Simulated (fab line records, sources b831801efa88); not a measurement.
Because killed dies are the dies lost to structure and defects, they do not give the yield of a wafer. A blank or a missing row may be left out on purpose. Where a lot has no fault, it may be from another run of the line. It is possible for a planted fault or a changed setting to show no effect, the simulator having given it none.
What tool caused it? || flow gf180mcu || 6 lots with 18 wafers sampled at 2 steps, on a route of 602 steps

== WHAT THE GAUGES READ, wafer by wafer ==
GF_VT_IMPLANT_RS_MEAS_47: measures by four-point-probe.
{"lot": "L370", "measured": "day 7 21:48", "on": "film_metro-03", "NWELL_RS (ohm/sq)": "488.1 488.0 489.9"}
{"lot": "L372", "measured": "day 8 08:31", "on": "film_metro-03", "NWELL_RS (ohm/sq)": "487.5 486.4 488.3"}
{"lot": "L380", "measured": "day 10 16:53", "on": "film_metro-04", "NWELL_RS (ohm/sq)": "478.9 479.4 479.1"}
{"lot": "L383", "measured": "day 11 12:23", "on": "film_metro-03", "NWELL_RS (ohm/sq)": "489.6 486.8 486.7"}
{"lot": "L387", "measured": "day 12 13:30", "on": "film_metro-04", "NWELL_RS (ohm/sq)": "489.1 490.0 488.5"}
{"lot": "L390", "measured": "day 13 09:44", "on": "film_metro-01", "NWELL_RS (ohm/sq)": "487.7 487.6 488.4"}

== WHAT TOOL EACH LOT RAN ON (gives the tool, then ch and the chambers of the sampled wafers, and finally the start) ==
{"lot": "L370", "GF_NWELL_IMPLANT_08": "implanter-02 ch 0, day 3 13:17"}
{"lot": "L372", "GF_NWELL_IMPLANT_08": "implanter-03 ch 0, day 3 23:47"}
{"lot": "L380", "GF_NWELL_IMPLANT_08": "implanter-02 ch 0, day 5 20:06"}
{"lot": "L383", "GF_NWELL_IMPLANT_08": "implanter-03 ch 0, day 6 12:42"}
{"lot": "L387", "GF_NWELL_IMPLANT_08": "implanter-03 ch 0, day 7 09:10"}
{"lot": "L390", "GF_NWELL_IMPLANT_08": "implanter-01 ch 0, day 8 02:10"}
- GF_NWELL_IMPLANT_08

== THE ANSWER, worked out from the rows above alone ==
Rule: the usual values come from the lots themselves. The widest of any qualifying gaps counts: lots, ordered by their means at a reading, are off when they make up no more than a third of the lots, leave a main group of 4 or more, and stand apart from it by 3 or more times the standard deviation of that group's means. Not used: any main group whose means are identical at the precision the tables above print for the reading. A lot without any number at a reading at which 4 lots or more have one is off too. Any other lot the step has rows for is counted as sound.
Off: at GF_VT_IMPLANT_RS_MEAS_47 (NWELL_RS), L380. Main group: mean 488.2 ohm/sq, sd 0.66.
A tool fits if, at a process step before that reading, it ran every lot that is off, and no sound lot after the first of them. The gauges at GF_VT_IMPLANT_RS_MEAS_47 are tried like those tools. One fits: implanter-02 at GF_NWELL_IMPLANT_08. A fault onset in the window from L370 (day 3 13:17, its last sound lot) to L380 (day 5 20:06, its first lot off) fits.

== WHAT THE SIMULATOR HAD INSERTED ==
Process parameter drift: implanter-02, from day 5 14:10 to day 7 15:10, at GF_NWELL_IMPLANT_08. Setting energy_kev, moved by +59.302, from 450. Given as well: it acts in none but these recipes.
Struck lots among those shown: L380. The rule given above showed the same thing.
